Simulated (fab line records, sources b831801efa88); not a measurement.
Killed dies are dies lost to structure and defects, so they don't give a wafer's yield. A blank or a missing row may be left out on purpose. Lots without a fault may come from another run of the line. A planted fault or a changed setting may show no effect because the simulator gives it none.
Problem report in the 8D (eight disciplines) form, filled by code | flow gf180mcu | the parts of the form that need people (team, actions taken, sign-off) are left out

1. THE PROBLEM
NWELL_RS at GF_VT_IMPLANT_RS_MEAS_47 reads a mean of 477.5 ohm/sq on 1 wafer of 1 lot; wafers without a fault read 487.6 ohm/sq with a standard deviation of 1.6. That is -6.3 standard deviations from the usual mean.
The step: measures by four-point-probe.
First seen on wafer L770.5, day 11 10:21, on film_metro-03. The record holds 38 wafers of 13 lots with a number at this step. Rule for "out", or "out of limits": more than 4 standard deviations from the usual mean. The other wafers with a number count as sound.

2. WHAT IT IS AND WHAT IT IS NOT
question                    | is                | is not
which readings at this step | NWELL_RS          | -
which lots                  | L770              | L757, L758, L759, L760, L761, L763, L773, L774, L775, L776, L777, L778
which wafers of those lots  | L770.5            | L770.4
read on which gauges        | film_metro-03     | film_metro-02, film_metro-04
when                        | from day 11 10:21 | up to then (19 sound wafers); but 18 sound wafers of L773, L774, L775, L776, L777, L778 came after

3. SUSPECTS, AND WHAT RULES EACH OUT
Counting: a tool at a process step up to the reading stays a suspect if it ran every lot that is out. Sound lots after the first of them don't rule it out here, since some wafers of a struck lot are sound.
- the gauge at GF_VT_IMPLANT_RS_MEAS_47: ruled out. All the wafers that are out were read on film_metro-03, but those of them that GF_NWELL_IMPLANT_09 has rows for are out there too, on other tools.
- cmp-02 at GF_STI_CMP_25 (polishes, stops on Si3N4, t overpolish 33 s, target thk 524.6 nm): kept. It ran the lot that is out, L770 (day 5 03:19); its last sound lot up to then is L761 (day 3 05:47).
- implanter-02 at GF_NWELL_IMPLANT_09: kept. It ran the lot that is out, L770 (day 6 10:59); its last sound lot up to then is L763 (day 4 21:53). Its own readings are out on those wafers: beam_on_s, faraday_current_uA.
Left after counting: cmp-02 at GF_STI_CMP_25, implanter-02 at GF_NWELL_IMPLANT_09.

4. THE CAUSE (what the simulator had put in)
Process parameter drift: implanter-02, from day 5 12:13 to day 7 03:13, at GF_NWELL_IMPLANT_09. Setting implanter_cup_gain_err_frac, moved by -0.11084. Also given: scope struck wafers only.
Counting left 2 suspects, and this tool is among them.

5. THE CHAIN OF EFFECTS, in route order
Each row: a reading whose mean over the struck wafers that have a number lies more than 3 standard deviations from the usual. Only readings for which the record gives a usual standard deviation are gone through. hours: the time from each lot's start at the first step in this table that gives one to its start at this step, as a median over the lots. sigmas: the change in usual standard deviations.
hours | step                     | reading            | usual        | on struck wafers | change | sigmas
0     | GF_NWELL_IMPLANT_09      | beam_on_s          | 9.99 s       | 11.03            | +1.04  | +4.7
0     | GF_NWELL_IMPLANT_09      | faraday_current_uA | 22.6         | 20.4             | -2.2   | -4.4
119   | GF_VT_IMPLANT_RS_MEAS_47 | NWELL_RS           | 487.6 ohm/sq | 477.5            | -10.1  | -6.3
The process steps in it:
- GF_NWELL_IMPLANT_09

6. WHAT WOULD HAVE CAUGHT IT SOONER
In this record the first reading out of limits at a measuring or inspecting step was taken at day 11 10:21, 142 hours after the fault began at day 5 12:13.
The tool's own readings at GF_NWELL_IMPLANT_09 were out on every struck wafer that the step has a row for (beam_on_s, faraday_current_uA): an alarm limit on them would have fired on the first of those.
All the lots that are out (1) had begun GF_NWELL_IMPLANT_09 on implanter-02 by day 11 10:21. A hold on the tool at that time would have spared none of them.
